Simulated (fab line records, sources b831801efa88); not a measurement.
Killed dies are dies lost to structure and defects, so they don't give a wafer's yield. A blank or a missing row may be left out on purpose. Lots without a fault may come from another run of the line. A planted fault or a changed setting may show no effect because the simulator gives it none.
A struck lot beside a sound one | flow sky130 | 43 steps out of a route of 708
Sound: wafers L423.1, L423.3, L423.6. Struck: wafers L433.2, L433.3, L433.4. The cause comes at the end.
At each step with rows: each side's tool, then ch and its chambers, then its first start. Under that, the readings that differ: sound wafers | struck wafers | difference of the means | sigmas: that difference in standard deviations of wafers without a fault.
alike: readings whose means differ by less than 2 such deviations, and words and numbers that are the same on both sides. not compared: withheld readings, readings that some wafer has no value for, bounds like >300 that may hide the same value, and numbers for which the record gives no deviation and whose values overlap.
The two part at a step that has a row with sigmas, a row that says differs or no value, or rows on one side only. Numbers that don't overlap but have no deviation are shown without sigmas and don't part them. A reading that every wafer of one side lacks parts them only if that side has two wafers or more.

first, 3 steps without rows for these wafers: SKY_LDD_P_EXPOSE_04 (exposes mask PSDM, target cd 380 nm); SKY_LDD_P_PEB_05; SKY_LDD_P_DEVELOP_06 (develop time 60 s).
SKY_LDD_P_CD_MEAS_07: target cd 380 nm.
  sound on cd_sem-01, day 19 09:27; struck on cd_sem-02, day 23 07:55
  alike: cd_nm
SKY_LDD_P_OVL_MEAS_08:
  sound on overlay-02, day 19 09:36; struck on overlay-02, day 23 08:02
  alike: LDD_P_OVL
then, 1 step without rows for these wafers: SKY_LDD_P_IMPLANT_09.
SKY_LDD_P_STRIP_10: strips in O2/N2.
  sound on plasma_asher-02 ch 0,1, day 19 09:47; struck on plasma_asher-04 ch 0,1, day 23 08:13
  alike: chamber_pressure_mTorr, drypump_motor_current_A, oes_product_au, strip_time_to_endpoint_s
  not compared: rf_hours_counter_h
SKY_LDD_P_TW_MEAS_11:
  sound on film_metro-02, day 19 09:53; struck on film_metro-01, day 23 08:19
  alike: LDD_P_TW
then, 4 steps without rows for these wafers: SKY_LDD_HVN_DEHYDRATE_00 (time 60 s); SKY_LDD_HVN_HMDS_01 (prime time 60 s); SKY_LDD_HVN_COAT_02 (resist thk 300 nm); SKY_LDD_HVN_SOFTBAKE_03 (time 60 s).
SKY_LDD_HVN_EXPOSE_04: exposes mask HVNTM, target cd 700 nm.
  sound on iline_stepper-02 ch 0, day 20 00:59; struck on iline_stepper-01 ch 0, day 23 22:36
  reading | sound                   | struck                  | difference | sigmas
  mask    | HVNTM#0 HVNTM#0 HVNTM#0 | LDNTM#0 LDNTM#0 LDNTM#0 | differs    |
  alike: reticle_temp_C
then, 2 steps without rows for these wafers: SKY_LDD_HVN_PEB_05; SKY_LDD_HVN_DEVELOP_06 (develop time 60 s).
SKY_LDD_HVN_OVL_MEAS_07:
  sound on overlay-01, day 20 16:14; struck on overlay-01, day 24 13:27
  reading          | sound          | struck | difference                    | sigmas
  LDD_HVN_OVL (nm) | -2.5 -2.1 -2.7 | - - -  | no value on the struck wafers |
then, 1 step without rows for these wafers: SKY_LDD_HVN_IMPLANT_08.
SKY_LDD_HVN_STRIP_09: strips in O2/N2.
  sound on plasma_asher-01 ch 0,1, day 20 16:26; struck on plasma_asher-01 ch 0,1, day 24 13:38
  alike: chamber_pressure_mTorr, drypump_motor_current_A, oes_product_au, strip_time_to_endpoint_s
  not compared: rf_hours_counter_h
SKY_LDD_HVN_TW_MEAS_10:
  sound on film_metro-04, day 20 16:32; struck on film_metro-02, day 24 13:44
  reading    | sound          | struck   | difference | sigmas
  LDD_HVN_TW | 1417 1411 1413 | 30 30 30 | -1384      | -99 or more
then, 7 steps without rows for these wafers: SKY_LDD_HVP_DEHYDRATE_00 (time 60 s); SKY_LDD_HVP_HMDS_01 (prime time 60 s); SKY_LDD_HVP_COAT_02 (resist thk 300 nm); SKY_LDD_HVP_SOFTBAKE_03 (time 60 s); SKY_LDD_HVP_EXPOSE_04 (exposes mask HVPTM, target cd 700 nm); SKY_LDD_HVP_PEB_05; SKY_LDD_HVP_DEVELOP_06 (develop time 60 s).
SKY_LDD_HVP_OVL_MEAS_07:
  sound on overlay-01, day 21 23:23; struck on overlay-01, day 25 18:51
  alike: LDD_HVP_OVL
then, 1 step without rows for these wafers: SKY_LDD_HVP_IMPLANT_08.
SKY_LDD_HVP_STRIP_09: strips in O2/N2.
  sound on plasma_asher-01 ch 0,1, day 21 23:35; struck on plasma_asher-01 ch 0,1, day 25 19:02
  alike: chamber_pressure_mTorr, drypump_motor_current_A, oes_product_au, strip_time_to_endpoint_s
  not compared: rf_hours_counter_h
SKY_LDD_HVP_TW_MEAS_10:
  sound on film_metro-03, day 21 23:41; struck on film_metro-01, day 25 19:08
  reading    | sound       | struck      | difference | sigmas
  LDD_HVP_TW | 459 455 459 | 470 472 473 | +14        | +2
then, 7 steps without rows for these wafers: SKY_LDD_LDN_DEHYDRATE_00 (time 60 s); SKY_LDD_LDN_HMDS_01 (prime time 60 s); SKY_LDD_LDN_COAT_02 (resist thk 1140 nm); SKY_LDD_LDN_SOFTBAKE_03 (time 60 s); SKY_LDD_LDN_EXPOSE_04 (exposes mask LDNTM, target cd 700 nm); SKY_LDD_LDN_PEB_05; SKY_LDD_LDN_DEVELOP_06 (develop time 60 s).
SKY_LDD_LDN_OVL_MEAS_07:
  sound on overlay-01, day 23 05:59; struck on overlay-01, day 27 00:16
  alike: LDD_LDN_OVL
then, 4 steps without rows for these wafers: SKY_LDD_LDN_IMPLANT_08; SKY_LDD_LDN_IMPLANT_09; SKY_LDD_LDN_IMPLANT_10; SKY_LDD_LDN_IMPLANT_11.
SKY_LDD_LDN_TW_MEAS_13:
  sound on film_metro-03, day 23 06:44; struck on film_metro-01, day 27 01:00
  reading    | sound          | struck         | difference | sigmas
  LDD_LDN_TW | 1479 1481 1488 | 1836 1839 1838 | +355       | +22

WHERE THEY PART
First at SKY_LDD_HVN_EXPOSE_04; last, within this record, at SKY_LDD_LDN_TW_MEAS_13.

WHY: what the simulator had put in
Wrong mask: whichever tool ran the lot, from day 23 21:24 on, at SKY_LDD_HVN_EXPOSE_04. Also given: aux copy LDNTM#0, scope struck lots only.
